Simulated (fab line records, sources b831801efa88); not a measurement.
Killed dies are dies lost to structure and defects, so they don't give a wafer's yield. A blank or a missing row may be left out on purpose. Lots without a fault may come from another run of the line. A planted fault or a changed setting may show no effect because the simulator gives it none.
fab line records | flow sfq_line
record lots=6 wafers=18 last_day=92
route steps=325 shown I0@51 M1@58
lots that met no fault: from a run of the same line without faults
start_h: hours from the record's first day to the start of the lot's first wafer shown | wait_h: hours since the lot's step before | " the same as in the row above | L1.1+2: a row that stands for several wafers | - no value, or no start given | * or withheld: withheld | < > ~ a bound
route shown NAME@n: a module of which the file shows steps, and the number in the route of the first | usual: mean/standard deviation of fault-free wafers | same: alike in all rows | chamber/n: place in a boat | sites: the reading at each site | _std_site: their standard deviation | _edge_site: outer sites' mean less inner sites' | radius_mm: how far each site lies from the wafer's centre | mask NAME#n: copy n | behind: the tool/chamber that last shaped the wafer | hold: why the lot was held/for how many hours/how that ended | device: the transistor (n, p or np) that didn't switch | end of line: the same wafers' tests at the end of the route | a step without rows: its recipe alone | killed: dies lost to structure and defects at the first sort, not the wafer's yield | map: a wafer's dies, x killed, . not, _ none there
set.NAME: the setting as run; set.NAME@STEP: as run at that earlier step | model.NAME: the simulator's own value behind a step, which no gauge read
lots at some steps of the route; a table a step, a row a wafer
services: from which hour (start_h, from the record's first day; less than 0 if before it) a tool's chamber was out of use, for how many hours, and why
## steps
# step SFQ_TRILAYER_I0_VIA_LITHO_PEB_034
# recipe peb_temp_c=115 peb_time_s=60 resist=KrF
# step SFQ_TRILAYER_I0_VIA_LITHO_DEVELOP_033
# recipe time_s=60 resist=KrF
# step SFQ_I0_OVL_MEAS_908
# usual I0_OVL=2/5.7
# columns lot.wafer tool chamber start_h wait_h I0_OVL[nm]
L361.3 overlay-01 - 414.60 0.1 16
L361.5 " - " " 13
L361.6 " - " " 15
L374.3 overlay-02 - 515.29 0.1 3
L374.4 " - " " 0
L374.5 " - " " 2
L375.3 overlay-02 - 535.82 0.1 6
L375.4 " - " " 4
L375.5 " - " " 3
L377.1 overlay-01 - 561.01 0.1 -12
L377.3 " - " " -11
L377.4 " - " " -8
L380.2 overlay-01 - 569.41 0.1 7
L380.3 " - " " 3
L380.4 " - " " 3
L381.2 overlay-02 - 573.01 0.1 -1
L381.3 " - " " -1
L381.4 " - " " 1
# step SFQ_TRILAYER_I0_VIA_BARC_OPEN_VIA_ETCH_046
# recipe mask_material=PR chemistry=O2 target_depth_nm=125 target=BARC source_w=500 bias_w=80 pressure_mtorr=30 time_s=41.7
# usual drypump_motor_current_A=5.9/0.46 oes_product_au=0.685/0.0045
# same time_s=41.7
# columns lot.wafer tool chamber start_h wait_h drypump_motor_current_A oes_product_au rf_hours_counter_h
L361.3 rie_diel-01 2 414.62 0.0 6.0 0.683 0
L361.5 " 1 " " 6.3 0.683 -
L361.6 " 2 " " 6.0 0.690 -
L374.3 rie_diel-01 3 515.32 0.0 5.6 0.687 62
L374.4 " 2 " " 6.0 0.681 2
L374.5 " 2 " " 6.0 0.687 -
L375.3 rie_diel-01 3 535.84 0.0 5.6 0.685 62
L375.4 " 0 " " 5.6 0.684 46
L375.5 " 0 " " 5.6 0.684 -
L377.1 rie_diel-04 3 561.04 0.0 5.8 0.689 70
L377.3 " 2 " " 5.6 0.694 5
L377.4 " 1 " " 6.6 0.683 12
L380.2 rie_diel-02 0 569.44 0.0 6.1 0.692 0
L380.3 " 2 " " 6.4 0.682 69
L380.4 " 1 " " 5.0 0.692 3
L381.2 rie_diel-01 2 573.04 0.0 6.0 0.682 3
L381.3 " 3 " " 5.6 0.688 63
L381.4 " 1 " " 6.3 0.689 37
# step SFQ_TRILAYER_I0_VIA_ETCH_VIA_ETCH_034
# recipe target=SiO2 stop_on=Nb mask_material=PR taper_deg=20 chemistry=CHF3 target_depth_nm=260 source_w=500 bias_w=80 pressure_mtorr=30 time_s=withheld
# usual drypump_motor_current_A=5.9/0.46 oes_product_au=0.862/0.006
# columns lot.wafer tool chamber start_h wait_h drypump_motor_current_A oes_product_au
L361.3 rie_diel-01 2 414.66 0.0 6.0 0.859
L361.5 " 1 " " 6.3 0.864
L361.6 " 2 " " 6.0 0.860
L374.3 rie_diel-01 3 515.36 0.0 5.6 0.863
L374.4 " 2 " " 6.0 0.852
L374.5 " 2 " " 6.1 0.866
L375.3 rie_diel-01 3 535.88 0.0 5.6 0.868
L375.4 " 0 " " 5.6 0.858
L375.5 " 0 " " 5.6 0.874
L377.1 rie_diel-04 3 561.08 0.0 5.9 0.861
L377.3 " 2 " " 5.6 0.867
L377.4 " 1 " " 6.7 0.855
L380.2 rie_diel-02 0 569.48 0.0 6.0 0.868
L380.3 " 2 " " 6.3 0.860
L380.4 " 1 " " 5.0 0.855
L381.2 rie_diel-01 2 573.08 0.0 6.0 0.850
L381.3 " 3 " " 5.6 0.850
L381.4 " 1 " " 6.3 0.861
# step SFQ_TRILAYER_I0_VIA_STRIP_STRIP_035
# recipe gas=O2 power_w=200 platen_temp_c=40 overash_fraction=0.65 chemistry=O2 pressure_mtorr=50
# usual drypump_motor_current_A=5.99/0.16 he_backside_leak_sccm=3.52/0.3 oes_product_au=0.999/0.0094
# columns lot.wafer tool chamber start_h wait_h drypump_motor_current_A he_backside_leak_sccm oes_product_au rf_hours_counter_h
L361.3 rie_metal-03 1 414.98 - 6.39 3.62 0.998 -
L361.5 " 1 " " 6.39 3.57 1.001 -
L361.6 " 0 " " 5.97 3.67 1.022 -
L374.3 rie_metal-04 0 515.67 - 5.81 3.31 0.995 -
L374.4 " 1 " " 6.01 3.54 0.998 -
L374.5 " 0 " " 5.78 3.38 1.012 -
L375.3 rie_metal-04 1 536.20 - 6.01 3.58 0.982 -
L375.4 " 0 " " 5.81 6.46 1.001 -
L375.5 " 1 " " 6.02 3.39 0.983 -
L377.1 rie_metal-03 0 561.20 - 5.97 3.61 1.005 89
L377.3 " 1 " " 6.40 3.40 1.003 -
L377.4 " 0 " " 5.97 3.57 0.998 -
L380.2 rie_metal-04 1 569.60 - 6.01 3.57 0.994 72
L380.3 " 1 " " 6.00 3.40 0.995 -
L380.4 " 0 " " 5.79 3.28 1.004 -
L381.2 rie_metal-04 1 573.20 - 6.01 3.67 1.001 73
L381.3 " 0 " " 5.82 3.46 1.023 -
L381.4 " 1 " " 6.00 3.68 1.005 -
# step SFQ_TRILAYER_I0_VIA_STRIP_SOLV_CLEAN_036
# recipe chemistry=NMP temp_c=70 time_s=600
# step SFQ_TRILAYER_M1_DEP_PRE_CLEAN_038
# recipe gas=Ar time_s=22.5 bias_v=250
# step SFQ_TRILAYER_M1_DEP_SPUTTER_037
# recipe material=Nb base_pressure_pa=1.33e-06 chamber_pressure_pa=0.1333 substrate_temp_c=20 resputter_cathode_voltage_v=400 target_thk_nm=200 power_w=2000 time_s=133.3
# usual throttle_valve_pct=30.5/0.98
# same time_s=133.3
# columns lot.wafer tool chamber start_h wait_h throttle_valve_pct
L361.3 pvd_sputter-05 - 415.58 0.0 31.0
L361.5 " - " " 29.6
L361.6 " - " " 30.9
L374.3 pvd_sputter-06 - 516.28 0.0 29.5
L374.4 " - " " 30.0
L374.5 " - " " 30.7
L375.3 pvd_sputter-05 - 536.80 0.0 30.4
L375.4 " - " " 30.1
L375.5 " - " " 30.2
L377.1 pvd_sputter-05 - 562.00 0.0 30.1
L377.3 " - " " 30.7
L377.4 " - " " 31.2
L380.2 pvd_sputter-06 - 570.40 0.0 29.5
L380.3 " - " " 30.6
L380.4 " - " " 32.6
L381.2 pvd_sputter-05 - 574.00 0.0 30.2
L381.3 " - " " 30.0
L381.4 " - " " 31.1
# step SFQ_M1_RS_MEAS_909
# recipe thk_meas_gauge=four-point-probe reads=Nb_of_TRILAYER_M1_DEP_SPUTTER_037
# usual M1_NB_RS=0.894/0.012
# columns lot.wafer tool chamber start_h wait_h M1_NB_RS[ohm/sq]
L361.3 film_metro-02 - 415.71 0.1 0.891
L361.5 " - " " 0.889
L361.6 " - " " 0.884
L374.3 film_metro-01 - 516.41 0.1 0.897
L374.4 " - " " 0.903
L374.5 " - " " 0.903
L375.3 film_metro-02 - 536.93 0.1 0.915
L375.4 " - " " 0.904
L375.5 " - " " 0.898
L377.1 film_metro-03 - 562.09 0.0 0.878
L377.3 " - " " 0.898
L377.4 " - " " 0.888
L380.2 film_metro-02 - 570.51 0.1 0.904
L380.3 " - " " 0.911
L380.4 " - " " 0.897
L381.2 film_metro-03 - 574.11 0.1 0.892
L381.3 " - " " 0.894
L381.4 " - " " 0.899
# step SFQ_TRILAYER_M1_LITHO_COAT_044
# recipe resist=BARC spin_rpm=2943 resist_thk_nm=62
# step SFQ_TRILAYER_M1_LITHO_COAT_039
# recipe resist=KrF spin_rpm=3000 resist_thk_nm=600
# usual chill_plate_temp_C=22.98/0.098 resist_line_temp_C=22.99/0.096 spin_speed_rpm=3000.0/2.1
# columns lot.wafer tool chamber start_h wait_h chill_plate_temp_C resist_line_temp_C spin_speed_rpm model.KrF_of_TRILAYER_M1_LITHO_COAT_039.thk_nm
L361.3 litho_track-01 0 416.25 0.2 22.84 22.99 2999.6 599.8
L361.5 " 0 " " 22.96 22.89 3000.6 601.2
L361.6 " 0 " " 22.98 23.15 3002.7 601
L374.3 litho_track-01 0 516.95 0.2 23.06 23.01 3000.5 600.9
L374.4 " 0 " " 22.93 22.75 3000.2 601
L374.5 " 0 " " 22.95 23.00 2999.2 599.6
L375.3 litho_track-01 0 537.47 0.2 22.95 23.10 1975.4 737.8
L375.4 " 0 " " 23.00 22.92 1976.6 739.3
L375.5 " 0 " " 23.06 23.05 1975.4 740.5
L377.1 litho_track-01 0 562.57 0.2 23.11 22.89 1975.6 745.3
L377.3 " 0 " " 23.10 22.94 1974.1 745.1
L377.4 " 0 " " 23.05 22.98 1975.9 744.2
L380.2 litho_track-03 0 571.02 0.2 23.00 22.97 2999.7 601.4
L380.3 " 0 " " 22.96 23.04 2997.7 601.7
L380.4 " 0 " " 23.07 23.10 2999.0 600
L381.2 litho_track-03 0 574.62 0.2 22.81 23.04 2998.4 603
L381.3 " 0 " " 23.16 23.03 2999.8 601.9
L381.4 " 0 " " 23.10 22.99 2997.8 601.3
# step SFQ_TRILAYER_M1_LITHO_SOFTBAKE_043
# recipe temp_c=withheld time_s=withheld resist=KrF
# step SFQ_TRILAYER_M1_LITHO_EXPOSE_040
# recipe mask_id=M1 na=0.6 source_shape=conventional sigma_outer=0.65 target_cd_nm=500 dose_mj=14.4
# step SFQ_TRILAYER_M1_LITHO_PEB_042
# recipe peb_temp_c=115 peb_time_s=60 resist=KrF
# step SFQ_TRILAYER_M1_LITHO_DEVELOP_041
# recipe time_s=60 resist=KrF
# step SFQ_M1_OVL_MEAS_911
# usual M1_OVL=0/6.1
# columns lot.wafer tool chamber start_h wait_h M1_OVL[nm]
L361.3 overlay-02 - 570.62 0.1 6
L361.5 " - " " 7
L361.6 " - " " 8
L374.3 overlay-02 - 679.29 0.1 -8
L374.4 " - " " -6
L374.5 " - " " -5
L375.3 overlay-01 - 695.26 0.1 0
L375.4 " - " " 2
L375.5 " - " " 0
L377.1 overlay-02 - 719.77 0.1 -2
L377.3 " - " " -3
L377.4 " - " " -3
L380.2 overlay-02 - 730.58 0.1 -10
L380.3 " - " " -5
L380.4 " - " " -7
L381.2 overlay-02 - 732.98 0.1 -10
L381.3 " - " " -4
L381.4 " - " " -9
# step SFQ_TRILAYER_M1_BARC_OPEN_METAL_ETCH_054
# recipe mask_material=PR chemistry=O2 target_depth_nm=125 target=BARC icp_w=600 bias_w=80 pressure_mtorr=10 time_s=41.7
# usual drypump_motor_current_A=5.5/0.45 he_backside_leak_sccm=3.47/0.15 oes_product_au=0.688/0.0044
# same time_s=41.7
# columns lot.wafer tool chamber start_h wait_h drypump_motor_current_A he_backside_leak_sccm oes_product_au rf_hours_counter_h model.M1.cd_nm
L361.3 rie_metal-03 1 570.66 0.0 6.4 3.55 0.683 - 500.2
L361.5 " 1 " " 6.4 3.50 0.690 - 501.4
L361.6 " 0 " " 6.0 3.70 0.689 - 500.3
L374.3 rie_metal-03 1 679.33 0.0 6.3 3.75 0.688 - 498.7
L374.4 " 0 " " 6.0 3.74 0.691 - 501.5
L374.5 " 1 " " 6.4 3.66 0.697 - 500.9
L375.3 rie_metal-02 1 695.31 0.0 5.4 3.49 0.691 - 507.1
L375.4 " 0 " " 5.1 3.29 0.689 - 504.9
L375.5 " 0 " " 5.1 3.22 0.681 - 505.9
L377.1 rie_metal-02 0 719.81 0.0 5.1 3.32 0.686 44 503.9
L377.3 " 1 " " 5.4 3.32 0.685 - 505.9
L377.4 " 0 " " 5.1 3.45 0.687 - 504.3
L380.2 rie_metal-02 0 730.61 0.0 5.1 3.36 0.687 47 500.1
L380.3 " 1 " " 5.4 3.52 0.679 - 500.6
L380.4 " 0 " " 5.1 3.33 0.690 - 499.6
L381.2 rie_metal-02 1 733.01 0.0 5.4 3.32 0.692 23 502.4
L381.3 " 0 " " 5.1 3.47 0.680 - 501.1
L381.4 " 1 " " 5.4 3.35 0.692 - 502.5
# step SFQ_TRILAYER_M1_ETCH_METAL_ETCH_042
# recipe target=Nb stop_on=SiO2 mask_material=PR chemistry=Cl2/Ar target_depth_nm=240 icp_w=600 bias_w=80 pressure_mtorr=10 time_s=120
# usual drypump_motor_current_A=5.5/0.45 he_backside_leak_sccm=3.47/0.15 oes_product_au=0.892/0.0078
# same time_s=120
# columns lot.wafer tool chamber start_h wait_h drypump_motor_current_A he_backside_leak_sccm oes_product_au rf_hours_counter_h model.KrF_of_TRILAYER_M1_LITHO_COAT_039.thk_nm model.M1.cd_nm
L361.3 rie_metal-03 1 570.75 0.1 6.4 3.61 0.894 - 381 499.6
L361.5 " 1 " " 6.4 3.63 0.894 - 382.9 501.6
L361.6 " 0 " " 6.0 3.78 0.902 - 380.4 498
L374.3 rie_metal-03 1 679.41 0.1 6.4 3.44 0.890 - 383.7 500.2
L374.4 " 0 " " 6.0 3.71 0.883 - 379.8 499.7
L374.5 " 1 " " 6.4 3.54 0.887 - 380.5 501.9
L375.3 rie_metal-02 1 695.39 0.1 5.4 3.52 0.877 - 521.8 506.4
L375.4 " 0 " " 5.1 3.50 0.891 - 521.2 507.8
L375.5 " 0 " " 5.1 3.30 0.894 - 523.2 508.5
L377.1 rie_metal-02 0 719.87 0.0 5.0 3.42 0.902 44 527.8 505.7
L377.3 " 1 " " 5.4 3.35 0.889 - 531.2 504.8
L377.4 " 0 " " 5.1 3.38 0.886 - 526.4 506.3
L380.2 rie_metal-02 0 730.67 0.0 5.1 3.41 0.890 47 381.6 503.8
L380.3 " 1 " " 5.4 3.43 0.879 - 385.2 500.4
L380.4 " 0 " " 5.1 3.27 0.882 - 380 503.4
L381.2 rie_metal-02 1 733.07 0.0 5.4 3.45 0.894 23 389.7 502.1
L381.3 " 0 " " 5.1 3.34 0.885 - 386.2 504.1
L381.4 " 1 " " 5.4 3.48 0.889 - 387.7 501.4
# step SFQ_TRILAYER_M1_STRIP_STRIP_043
# recipe gas=O2 power_w=200 platen_temp_c=40 overash_fraction=0.65 chemistry=O2 pressure_mtorr=50
# usual drypump_motor_current_A=5.5/0.45 he_backside_leak_sccm=3.49/0.29 oes_product_au=0.996/0.01
# columns lot.wafer tool chamber start_h wait_h drypump_motor_current_A he_backside_leak_sccm oes_product_au rf_hours_counter_h
L361.3 rie_metal-03 1 571.03 0.2 6.4 3.63 1.010 -
L361.5 " 1 " " 6.4 3.64 1.009 -
L361.6 " 0 " " 6.0 3.69 1.019 -
L374.3 rie_metal-03 1 679.70 0.2 6.4 3.54 1.005 -
L374.4 " 0 " " 6.0 3.81 1.016 -
L374.5 " 1 " " 6.4 3.69 0.995 -
L375.3 rie_metal-02 1 695.67 0.2 5.4 3.37 1.004 -
L375.4 " 0 " " 5.1 3.42 1.005 -
L375.5 " 0 " " 5.1 3.40 1.000 -
L377.1 rie_metal-02 0 719.99 0.1 5.1 3.31 1.007 44
L377.3 " 1 " " 5.4 3.42 0.990 -
L377.4 " 0 " " 5.1 3.43 0.995 -
L380.2 rie_metal-02 0 730.79 0.1 5.0 3.32 1.004 47
L380.3 " 1 " " 5.4 3.49 0.995 -
L380.4 " 0 " " 5.1 3.37 0.996 -
L381.2 rie_metal-02 1 733.19 0.1 5.4 3.42 0.992 23
L381.3 " 0 " " 5.1 3.53 1.003 -
L381.4 " 1 " " 5.4 3.38 0.988 -
## services
# columns tool chamber start_h hours kind
rie_diel-04 1 397.64 9.3 repair
rie_metal-03 0 402.97 6.9 repair
rie_diel-04 3 405.47 2.4 repair
rie_metal-02 1 410.76 2.3 repair
rie_diel-04 - 414.49 0.2 repair
rie_diel-04 2 427.63 6.8 repair
rie_diel-01 0 445.38 14.0 repair
pvd_sputter-05 - 456.61 2.1 repair
pvd_sputter-06 - 457.46 3.7 repair
rie_diel-04 3 533.62 5.1 repair
pvd_sputter-06 - 536.22 1.1 repair
rie_diel-04 0 542.99 9.6 repair
rie_diel-02 - 567.36 0.7 repair
rie_diel-01 0 578.53 11.0 repair
rie_diel-01 2 586.68 11.7 repair
rie_diel-04 3 586.93 22.5 repair
rie_diel-01 - 606.95 0.7 repair
rie_metal-04 0 607.05 10.8 repair
rie_diel-02 0 607.63 2.4 repair
rie_metal-04 1 662.62 27.0 repair
rie_diel-01 1 704.24 3.1 repair
rie_diel-01 - 721.82 1.3 repair
rie_diel-01 - 721.86 1.1 repair
rie_metal-03 - 725.20 2.8 pm
## key
first_sign step=SFQ_TRILAYER_M1_LITHO_COAT_039 reading=spin_speed_rpm direction=down sigmas=99+ usual=3000.0 struck=1975.5
effect none on later readings
model_effect step=SFQ_TRILAYER_M1_LITHO_COAT_039 value=KrF_of_TRILAYER_M1_LITHO_COAT_039.thk_nm without=602.1 struck=742
model_effect step=SFQ_TRILAYER_M1_BARC_OPEN_METAL_ETCH_054 value=M1.cd_nm without=500.4 struck=505.3
model_effect step=SFQ_TRILAYER_M1_ETCH_METAL_ETCH_042 value=KrF_of_TRILAYER_M1_LITHO_COAT_039.thk_nm without=385.3 struck=525.2
met_at SFQ_TRILAYER_M1_LITHO_COAT_039
struck_wafers L375.3,L375.4,L375.5,L377.1,L377.3,L377.4
onset_between 516.95 537.47
fault kind=process_parameter_drift tool=litho_track-01 chamber=- onset_h=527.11 steps=SFQ_TRILAYER_M1_LITHO_COAT_039 channel=spin_rpm offset=-1025.1 shape=step end_h=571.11 acts_in=these_recipes_only stated=3000
